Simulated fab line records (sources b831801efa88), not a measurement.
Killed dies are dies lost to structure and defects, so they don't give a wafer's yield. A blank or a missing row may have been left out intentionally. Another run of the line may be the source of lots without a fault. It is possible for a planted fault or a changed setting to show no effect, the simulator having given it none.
One fault seen from 2 desks -- flow gf180mcu -- what lay behind the numbers comes last; until then each desk has only its own

## TOOL OWNER'S DESK, implanter-01
GF_HV_LDD_IMPLANT_33, tool's own readings: per-lot mean of the sampled wafers with a number, covering each lot this tool ran. Any lot whose mean is over 4 standard deviations away from the usual mean is out of limits and marked OUT; that distance is given in the brackets.
Columns: A = tilt_deg at GF_HV_LDD_IMPLANT_33, usual 29.996 degrees
lot,first seen here,A
L733,day 12 14:23,29.976
L739,day 14 17:03,29.989
L740,day 15 01:20,29.993
L747,day 17 04:24,29.985
L749,day 17 23:50,29.993
Finding of this desk: none of the 5 lots has anything out of limits.

## METROLOGY DESK
What the gauges read for every lot (on any tool): the sampled wafers with a number, averaged. Any lot whose mean is over 4 standard deviations away from the usual mean is out of limits and marked OUT; that distance is given in the brackets.
Columns: A = HV_LDD_3_TW at GF_HV_LDD_TW_MEAS_38, usual 1436; B = HV_LDD_RS at GF_HV_LDD_RS_MEAS_53, usual 418.3 ohm/sq
lot,first seen here,A,B
L733,day 12 15:05,1429,418.3
L736,day 13 19:50,1440,417.4
L739,day 14 17:44,1424,418.6
L740,day 15 02:01,1438,418.2
L741,day 15 12:02,1425,419.5
L743,day 15 21:15,1436,419.6
L746,day 16 21:12,1442,419.1
L747,day 17 05:06,1410,422.1 (+4.5) OUT
L749,day 18 00:32,1398 (-5.2) OUT,422.1 (+4.5) OUT
L750,day 18 04:34,1439,419.0
L752,day 18 22:07,1438,419.0
L753,day 19 03:07,1434,418.4
This desk's finding: out of limits on L747, L749; first on L749, day 18 00:32 (HV_LDD_3_TW at GF_HV_LDD_TW_MEAS_38). L733, L736, L739, L740, L741, L743, L746, L750, L752, L753: within limits.

## ALL TOGETHER
L747, L749 would have let the metrology desk raise an alarm at day 18 00:32.
The tool owner's desk saw nothing out of limits.
The tool owner's desk has L747, L749 on record, within its limits.
On implanter-01, each named lot ran GF_HV_LDD_IMPLANT_33.

## WHAT THE SIMULATOR HAD PUT IN
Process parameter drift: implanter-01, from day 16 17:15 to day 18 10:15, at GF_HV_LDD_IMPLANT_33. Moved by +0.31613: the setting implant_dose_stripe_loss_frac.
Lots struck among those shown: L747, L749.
Delay in hours, fault start to first out-of-limits reading, per desk: metrology desk 31.
